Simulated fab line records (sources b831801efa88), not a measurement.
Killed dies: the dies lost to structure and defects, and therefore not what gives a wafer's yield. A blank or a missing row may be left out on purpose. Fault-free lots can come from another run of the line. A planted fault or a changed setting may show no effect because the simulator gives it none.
The same fault as seen by 2 desks / flow sfq line / each desk has only its own numbers; what lay behind them comes last

== THE METROLOGY DESK ==
What the gauges read for every lot (on any tool): the sampled wafers with a number, averaged. A lot is out of limits, marked OUT, if its mean lies more than 4 standard deviations from the usual mean; the brackets give that distance.
Columns: A = JJ_NB_RS at SFQ_JJ_RS_MEAS_929, usual 1.055 ohm/sq
lot=L282; first seen here=day 55 16:38; A=1.044
lot=L284; first seen here=day 55 21:24; A=1.077
lot=L285; first seen here=day 55 23:50; A=1.049
lot=L286; first seen here=day 56 06:37; A=1.044
lot=L287; first seen here=day 56 08:16; A=1.066
lot=L289; first seen here=day 56 13:11; A=1.075
lot=L290; first seen here=day 56 16:36; A=1.041
lot=L295; first seen here=day 57 07:01; A=1.061
lot=L296; first seen here=day 57 08:49; A=1.051
lot=L301; first seen here=day 62 21:07; A=1.041
lot=L302; first seen here=day 63 15:16; A=1.045
lot=L303; first seen here=day 63 16:19; A=1.068
lot=L304; first seen here=day 63 22:16; A=1.054
This desk's verdict: no lot among the 13 shows anything out of limits.

== THE TOOL OWNER'S DESK: litho track-02 ==
The tool's own readings at SFQ_TRILAYER_M6_LITHO_PEB_162 (peb time 60 s): means of the sampled wafers that have a number, for each lot that ran on this tool. A lot is out of limits, marked OUT, if its mean lies more than 4 standard deviations from the usual mean; the brackets give that distance.
Columns: A = heater power total W at SFQ_TRILAYER_M6_LITHO_PEB_162, usual 79.15 W
lot=L284; first seen here=day 73 15:48; A=79.18
lot=L287; first seen here=day 80 04:27; A=79.13
lot=L290; first seen here=day 81 05:24; A=79.14
lot=L295; first seen here=day 81 18:36; A=79.72 (+9.6) OUT
This desk finds L295 out of limits, L295 being first, at day 81 18:36 (heater power total W at SFQ_TRILAYER_M6_LITHO_PEB_162). L284, L287, L290: within limits.

== ALL TOGETHER ==
On L295, at day 81 18:36, an alarm was possible from the tool owner's desk.
Metrology desk: nothing out of limits seen.
The metrology desk holds a record of L295, inside its limits.
The lots listed all ran SFQ_TRILAYER_M6_LITHO_PEB_162 on litho track-02.

== WHAT HAD BEEN PUT IN BY THE SIMULATOR ==
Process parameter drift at SFQ_TRILAYER_M6_LITHO_PEB_162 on litho track-02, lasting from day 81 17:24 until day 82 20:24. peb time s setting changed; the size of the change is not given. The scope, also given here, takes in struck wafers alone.
Lots struck among those shown: L295.
Delay in hours, fault start to first out-of-limits reading, by desk: the tool owner's desk at 1.
